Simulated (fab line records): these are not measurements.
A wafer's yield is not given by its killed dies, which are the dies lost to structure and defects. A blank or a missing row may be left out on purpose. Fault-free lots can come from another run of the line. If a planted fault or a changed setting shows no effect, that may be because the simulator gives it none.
2 desks looking at one fault    flow sky130    each desk has only its own numbers; what lay behind them comes last

## DESK OF THE TOOL OWNER: pvd-sputter-03
The tool's own readings at SKY_LOCAL_INTERCONNECT_SPUTTER_00 (material TiN, target thk 100 nm, time 83.3 s): means of the sampled wafers that have a number, for each lot that ran on this tool. A lot is out of limits, marked OUT, if its mean lies more than 4 standard deviations from the usual mean; the brackets give that distance.
Columns: A = throttle-valve-pct at SKY_LOCAL_INTERCONNECT_SPUTTER_00, usual 29.3 %
lot   first seen here  A
L628  day 30 23:13     29.2
L632  day 32 02:10     29.8
L635  day 33 16:55     28.6
L636  day 33 22:10     29.4
L637  day 34 05:20     28.7
L640  day 35 05:06     28.6
This desk found nothing out of limits on any of the 6 lots.

## METROLOGY DESK
What the gauges read for every lot (on any tool): the sampled wafers with a number, averaged. A lot is out of limits, marked OUT, if its mean lies more than 4 standard deviations from the usual mean; the brackets give that distance.
Columns: A = LDD_HVN_OVL at SKY_LDD_HVN_OVL_MEAS_07, usual 0.3 nm; B = POLY_CUT_OVL at SKY_POLY_CUT_OVL_MEAS_09, usual 3 nm; C = LOCAL_INTERCONNECT_TIN_RS at SKY_LOCAL_INTERCONNECT_RS_MEAS_01, usual 14.18 ohm/sq; D = LOCAL_INTERCONNECT_TIN_THK at SKY_LOCAL_INTERCONNECT_THK_MEAS_02, usual 99.4 nm
lot   first seen here  A     B   C      D
L629  day 21 15:49     1.4   -6  14.19  99.2
L628  day 21 17:35     1.4   2   14.10  98.9
L631  day 22 15:44     0.0   8   14.04  99.8
L632  day 22 21:48     -1.6  -3  14.22  99.1
L635  day 24 11:26     3.0   3   14.19  99.5
L636  day 24 17:58     2.2   6   14.14  100.3
L637  day 25 03:12     -2.0  7   14.13  100.0
L639  day 25 22:44     -0.7  6   14.46  97.9
L640  day 26 04:44     -0.4  0   13.92  101.2
L648  day 28 18:05     -0.0  4   13.94  101.4
L649  day 28 19:26     -1.0  7   14.27  99.4
This desk found nothing out of limits on any of the 11 lots.

## PUT TOGETHER
The desk of the tool owner found nothing out of limits.
Nothing out of limits was seen by the metrology desk.

## WHAT WAS PUT IN BY THE SIMULATOR
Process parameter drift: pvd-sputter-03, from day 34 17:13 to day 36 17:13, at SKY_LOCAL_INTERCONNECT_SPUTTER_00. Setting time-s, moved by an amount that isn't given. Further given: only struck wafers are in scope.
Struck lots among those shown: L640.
